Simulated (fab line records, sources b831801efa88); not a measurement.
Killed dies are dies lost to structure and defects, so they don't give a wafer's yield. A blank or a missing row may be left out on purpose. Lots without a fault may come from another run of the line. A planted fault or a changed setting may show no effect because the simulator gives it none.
Which tool did it? | flow sky130 | 11 lots, 33 wafers sampled, at 5 steps of a route of 708

WHAT THE GAUGES READ, wafer by wafer
SKY_SD_N_CD_MEAS_07: target cd 380 nm.
lot  | measured     | on        | cd_nm (nm)
L507 | day 28 05:47 | cd_sem-02 | 382.1 380.7 381.5
L508 | day 28 20:07 | cd_sem-02 | 373.1 375.5 373.3
L509 | day 28 21:26 | cd_sem-01 | 377.5 375.2 377.5
L510 | day 28 22:45 | cd_sem-02 | 378.6 378.6 379.8
L511 | day 29 10:00 | cd_sem-01 | - - -
L512 | day 30 00:34 | cd_sem-02 | 380.7 380.0 380.0
L517 | day 31 14:53 | cd_sem-01 | 380.7 378.9 381.6
L526 | day 34 04:47 | cd_sem-02 | 375.2 376.5 378.1
L527 | day 34 13:32 | cd_sem-02 | 381.9 379.4 380.9
L528 | day 35 11:35 | cd_sem-01 | 383.6 380.1 380.5
L530 | day 35 12:31 | cd_sem-01 | 386.0 387.1 387.7

SKY_SD_N_TW_MEAS_12.
lot  | measured     | on            | SD_N_TW
L507 | day 28 06:20 | film_metro-03 | 4001 3980 3992
L508 | day 28 20:40 | film_metro-02 | 3989 4002 3980
L509 | day 28 21:59 | film_metro-04 | 3970 4000 3988
L510 | day 28 23:17 | film_metro-04 | 3996 4024 4004
L511 | day 29 10:32 | film_metro-02 | 30 29 29 30 29 29
L512 | day 30 01:07 | film_metro-04 | 4008 3998 3998
L517 | day 31 15:28 | film_metro-04 | 3949 3968 3951
L526 | day 34 05:25 | film_metro-03 | 3997 3974 3955
L527 | day 34 14:06 | film_metro-03 | 3972 3965 3931
L528 | day 35 12:09 | film_metro-03 | 4002 4019 3992
L530 | day 35 13:04 | film_metro-03 | 4020 4004 3996

WHICH TOOL RAN EACH LOT (tool, then ch and the chambers of the sampled wafers, then the start)
lot  | SKY_POLY_CUT_ETCH_10               | SKY_POLY_CUT_ETCH_11               | SKY_SD_N_EXPOSE_04
L507 | rie_diel-04 ch 0,1,3, day 24 14:55 | rie_diel-04 ch 0,1,3, day 24 14:57 | iline_stepper-01 ch 0, day 27 15:39
L508 | rie_diel-02 ch 2,3, day 25 04:13   | rie_diel-02 ch 2,3, day 25 04:15   | iline_stepper-02 ch 0, day 28 06:33
L509 | rie_diel-02 ch 0,1,2, day 25 07:12 | rie_diel-02 ch 0,1,2, day 25 07:14 | iline_stepper-02 ch 0, day 28 07:37
L510 | rie_diel-04 ch 0,2,3, day 25 07:34 | rie_diel-04 ch 0,2,3, day 25 07:37 | iline_stepper-01 ch 0, day 28 09:01
L511 | rie_diel-02 ch 0,1, day 25 19:11   | rie_diel-02 ch 0,1, day 25 19:14   | iline_stepper-01 ch 0, day 28 19:50
L512 | rie_diel-02 ch 0,1,2, day 26 12:10 | rie_diel-02 ch 0,1,2, day 26 12:12 | iline_stepper-02 ch 0, day 29 10:47
L517 | rie_diel-04 ch 1,2, day 28 03:08   | rie_diel-04 ch 1,2, day 28 03:12   | iline_stepper-02 ch 0, day 31 01:06
L526 | rie_diel-02 ch 1,2,3, day 30 19:14 | rie_diel-02 ch 1,2,3, day 30 19:17 | iline_stepper-01 ch 0, day 33 15:29
L527 | rie_diel-01 ch 1,2, day 31 04:14   | rie_diel-01 ch 1,2, day 31 04:17   | iline_stepper-02 ch 0, day 34 00:35
L528 | rie_diel-02 ch 0,1,2, day 32 02:24 | rie_diel-02 ch 0,1,2, day 32 02:26 | iline_stepper-01 ch 0, day 34 21:49
L530 | rie_diel-02 ch 0,1,2, day 32 02:58 | rie_diel-02 ch 0,1,2, day 32 03:00 | iline_stepper-01 ch 0, day 34 22:23
- SKY_POLY_CUT_ETCH_10: etches BARC in N2/H2, stops on SiO2, time 45.9 s, target depth 60 nm.
- SKY_POLY_CUT_ETCH_11: etches Si3N4 in CF4/CH2F2/Ar, stops on poly-Si, time 42.5 s, target depth 60 nm.
- SKY_SD_N_EXPOSE_04: exposes mask NSDM, target cd 380 nm.

WHAT THE TOOLS THEMSELVES READ (means of the sampled wafers that have a number; where no wafer has one, the mark that the record gives instead)
SKY_POLY_CUT_ETCH_10.
lot  | tool        | drypump_motor_current_A (A) | oes_product_au (a.u.) | throttle_valve_pct (%)
L507 | rie_diel-04 | 5.5                         | 0.854                 | 13.223
L508 | rie_diel-02 | 6.2                         | 0.856                 | 13.229
L509 | rie_diel-02 | 5.5                         | 0.854                 | 13.232
L510 | rie_diel-04 | 5.4                         | 0.853                 | 13.218
L511 | rie_diel-02 | 5.1                         | 0.857                 | 13.230
L512 | rie_diel-02 | 5.5                         | 0.859                 | 13.234
L517 | rie_diel-04 | 5.3                         | 0.852                 | 13.204
L526 | rie_diel-02 | 5.7                         | 0.852                 | 13.218
L527 | rie_diel-01 | 5.7                         | 0.861                 | 13.230
L528 | rie_diel-02 | 5.5                         | 0.854                 | 13.225
L530 | rie_diel-02 | 5.5                         | 0.855                 | 13.220

SKY_POLY_CUT_ETCH_11.
lot  | tool        | ch2f2_flow_sccm (sccm) | drypump_motor_current_A (A) | oes_product_au (a.u.) | throttle_valve_pct (%)
L507 | rie_diel-04 | 20.00                  | 5.5                         | 0.834                 | 15.003
L508 | rie_diel-02 | 19.98                  | 6.2                         | 0.830                 | 14.997
L509 | rie_diel-02 | 20.02                  | 5.5                         | 0.835                 | 15.002
L510 | rie_diel-04 | 19.99                  | 5.4                         | 0.830                 | 15.003
L511 | rie_diel-02 | 20.00                  | 5.1                         | 0.820                 | 14.988
L512 | rie_diel-02 | 20.03                  | 5.5                         | 0.830                 | 14.992
L517 | rie_diel-04 | 19.93                  | 5.3                         | 0.833                 | 14.985
L526 | rie_diel-02 | 19.97                  | 5.7                         | 0.835                 | 14.995
L527 | rie_diel-01 | 19.98                  | 5.7                         | 0.828                 | 14.987
L528 | rie_diel-02 | 19.93                  | 5.5                         | 0.832                 | 14.993
L530 | rie_diel-02 | 19.94                  | 5.5                         | 0.826                 | 14.980

THE ANSWER, worked out from the rows above alone
Rule: what is usual is taken from the lots themselves. Put in order of their means at a reading, lots are off if they are a third of the lots or fewer, leave a main group of 4 or more, and stand apart from it by a gap of 3 or more times the standard deviation of the main group's means; of several such gaps the widest counts. A main group whose means are all the same, to the digits that the tables above print for the reading, isn't used. A lot without any number at a reading at which 4 lots or more have one is off too. The other lots that the step has rows for count as sound. The gauges are gone through in route order, then the tools' own readings, and for those a lot's mean is taken as printed above. The first step at which some lot is off is used, and at that step the reading that is off furthest; a lot without a number counts as furthest.
Off: L511, at SKY_SD_N_CD_MEAS_07 (cd_nm). Without a number there: L511. The main group: mean 379.7 nm, standard deviation 3.3.
A tool fits if, at a process step before that reading, it ran every lot that is off, and no sound lot after the first of them. The gauges at SKY_SD_N_CD_MEAS_07 aren't tried: what is off there is off at SKY_SD_N_TW_MEAS_12 too, on other tools, and a gauge's error can't cause that. None of those tried fits.

WHAT THE SIMULATOR HAD PUT IN
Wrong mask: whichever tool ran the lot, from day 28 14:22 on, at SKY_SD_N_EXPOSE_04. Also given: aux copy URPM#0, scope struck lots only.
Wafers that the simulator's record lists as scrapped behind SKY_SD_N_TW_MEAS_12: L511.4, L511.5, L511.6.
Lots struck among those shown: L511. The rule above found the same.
